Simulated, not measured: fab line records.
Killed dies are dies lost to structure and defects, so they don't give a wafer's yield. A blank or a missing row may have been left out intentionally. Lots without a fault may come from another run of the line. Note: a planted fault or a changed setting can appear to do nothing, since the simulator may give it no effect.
One fault through the eyes of 2 desks | flow gf180mcu | each desk holds nothing but its own numbers, with what lay behind them at the end

AT THE METROLOGY DESK
Lot by lot, what the gauges showed, no matter which tool ran the lot: averages of those sampled wafers that carry a number. Any lot whose mean is over 4 standard deviations away from the usual mean is out of limits and marked OUT; that distance is given in the brackets.
Columns: A = HV_LDD_CVD_56_THK at GF_HV_LDD_THK_MEAS_57, usual 89.7 nm; B = CONTACT_BOW at GF_CONTACT_BOW_MEAS_05, usual 65 um; C = V1_BOW at GF_V1_BOW_MEAS_05, usual 83 um
lot  | first seen here | A              | B  | C
L260 | day 12 15:53    | 89.5           | 63 | 82
L262 | day 13 04:45    | 87.8           | 61 | 84
L264 | day 13 19:58    | 88.7           | 69 | 85
L265 | day 14 06:23    | 26.7 (-63) OUT | 44 | 62
L267 | day 15 03:34    | 27.3 (-62) OUT | 40 | 62
L275 | day 17 18:26    | 89.0           | 60 | 76
L277 | day 18 04:34    | 90.2           | 57 | 74
L278 | day 18 15:10    | 90.9           | 67 | 78
L279 | day 19 00:04    | 90.0           | 60 | 79
L283 | day 20 03:40    | 89.8           | 70 | 93
Per this desk, out of limits: L265, L267; the first was L265, day 14 06:23 (HV_LDD_CVD_56_THK at GF_HV_LDD_THK_MEAS_57). L260, L262, L264, L275, L277, L278, L279, L283 stayed within limits.

AT THE TOOL OWNER'S DESK: lpcvd-01
The tool's own readings at GF_HV_LDD_CVD_56 (deposits Si3N4 from DCS/NH3, target thk 90 nm, time 1543 s): means of the sampled wafers that have a number, for each lot that ran on this tool. Any lot whose mean is over 4 standard deviations away from the usual mean is out of limits and marked OUT; that distance is given in the brackets.
Columns: A = susceptor-temp-C at GF_HV_LDD_CVD_56, usual 770.0 C; B = zone-power-upper-pct at GF_HV_LDD_CVD_56, usual 13.1 %
lot  | first seen here | A     | B
L262 | day 13 03:18    | 770.0 | 13.3
L264 | day 13 17:49    | 770.4 | 13.0
L265 | day 14 04:57    | -     | 13.1
L267 | day 15 02:08    | -     | 13.2
L275 | day 17 17:00    | 769.8 | 13.2
L277 | day 18 03:08    | 769.9 | 13.1
L279 | day 18 22:39    | 770.4 | 12.6
L283 | day 20 02:14    | 769.9 | 13.1
Result from this desk: across the 8 lots, nothing is out of limits.

TAKEN TOGETHER
The metrology desk could have raised an alarm at day 14 06:23, on L265, L267.
Nothing out of limits was seen by the tool owner's desk.
The tool owner's desk has L265, L267 on record, within its limits.
Every lot named ran GF_HV_LDD_CVD_56 on lpcvd-01.

WHAT THE SIMULATOR HAD PUT IN
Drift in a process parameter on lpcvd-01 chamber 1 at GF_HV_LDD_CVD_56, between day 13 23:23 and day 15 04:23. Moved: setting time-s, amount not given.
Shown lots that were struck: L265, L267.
Time in hours between the start of the fault and the first out-of-limits reading at each desk: metrology desk, 7.
